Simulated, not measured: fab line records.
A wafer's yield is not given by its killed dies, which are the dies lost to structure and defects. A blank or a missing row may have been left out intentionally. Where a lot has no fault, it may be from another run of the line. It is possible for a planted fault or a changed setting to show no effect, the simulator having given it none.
Problem report in the 8D (eight disciplines) form, filled by code | flow gf180mcu | the parts of the form that need people (team, actions taken, sign-off) are left out

## 1. PROBLEM STATEMENT
V1_CVD_00_THK at GF_V1_THK_MEAS_01 reads a mean of 483 nm on 6 wafers of 2 lots; wafers without a fault read 605 nm with a standard deviation of 5.6. That puts it -22 standard deviations away from the usual mean.
Earliest sighting: wafer L126.1 on filmMetro-02 at day 21 08:14. The record has a number at this step for 39 wafers belonging to 13 lots. Rule for "out", or "out of limits": more than 4 standard deviations from the usual mean. All remaining wafers that have a number are taken as sound.

## 2. WHAT IT IS; WHAT IT IS NOT
question                    | is                     | is not
which readings at this step | V1_CVD_00_THK          | -
which lots                  | L126, L127             | L116, L117, L120, L121, L122, L123, L133, L134, L136, L137, L138
which wafers of those lots  | all that have a number | -
read on which gauges        | filmMetro-02           | filmMetro-01, filmMetro-04
when                        | from day 21 08:14      | up to then (18 sound wafers); but 15 sound wafers of L133, L134, L136, L137, L138 came after

## 3. THE SUSPECTS, EACH WITH WHAT RULES IT OUT
Counting: any tool at a process step up to the reading is kept as a suspect provided that every lot that is out went through it and no sound lot did after the first of them.
- the gauge at GF_V1_THK_MEAS_01 is ruled out. All the wafers that are out were read on filmMetro-02, but those of them that GF_V1_CVD_00 has rows for are out there too, on other tools.
- hdpcvd-01 at GF_V1_CVD_00 (deposits SiO2, target thk 600 nm, time 100 s): ruled out as a lasting fault. After its first lot that is out, L126 (day 21 08:10), sound lots L137, L138 ran on it.
Left after counting: nothing in the record.

## 4. THE CAUSE (what the simulator had put in)
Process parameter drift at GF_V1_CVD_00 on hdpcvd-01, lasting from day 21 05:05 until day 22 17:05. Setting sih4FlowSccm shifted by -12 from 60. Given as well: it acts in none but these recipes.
Counting ruled it out, wrongly: the rule takes a fault to strike every lot that its tool runs from its start on, and this one did not.

## 5. THE CHAIN OF EFFECTS, in route order
One row per reading whose mean, taken over the struck wafers that have a number, lies over 3 standard deviations from the usual. Only readings whose record carries a usual standard deviation are examined. hours: median over the lots of the time between each lot's start at the first step of this table that gives one and its start at this step. sigmas: the change, counted in usual standard deviations.
hours | step              | reading       | usual      | on struck wafers | change | sigmas
0     | GF_V1_CVD_00      | sih4FlowSccm  | 59.99 sccm | 48.00            | -11.99 | -67
0     | GF_V1_THK_MEAS_01 | V1_CVD_00_THK | 605 nm     | 483              | -122   | -22
Process steps it contains:
- GF_V1_CVD_00: deposits SiO2, target thk 600 nm, time 100 s.

## 6. HOW IT WOULD HAVE BEEN CAUGHT EARLIER
Counted from the fault's start at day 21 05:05, it took 3 hours until the first out-of-limits reading at a measuring or inspecting step in this record, taken at day 21 08:14.
The tool's own readings at GF_V1_CVD_00 were out on every struck wafer that the step has a row for (sih4FlowSccm): an alarm limit on them would have fired on the first of those.
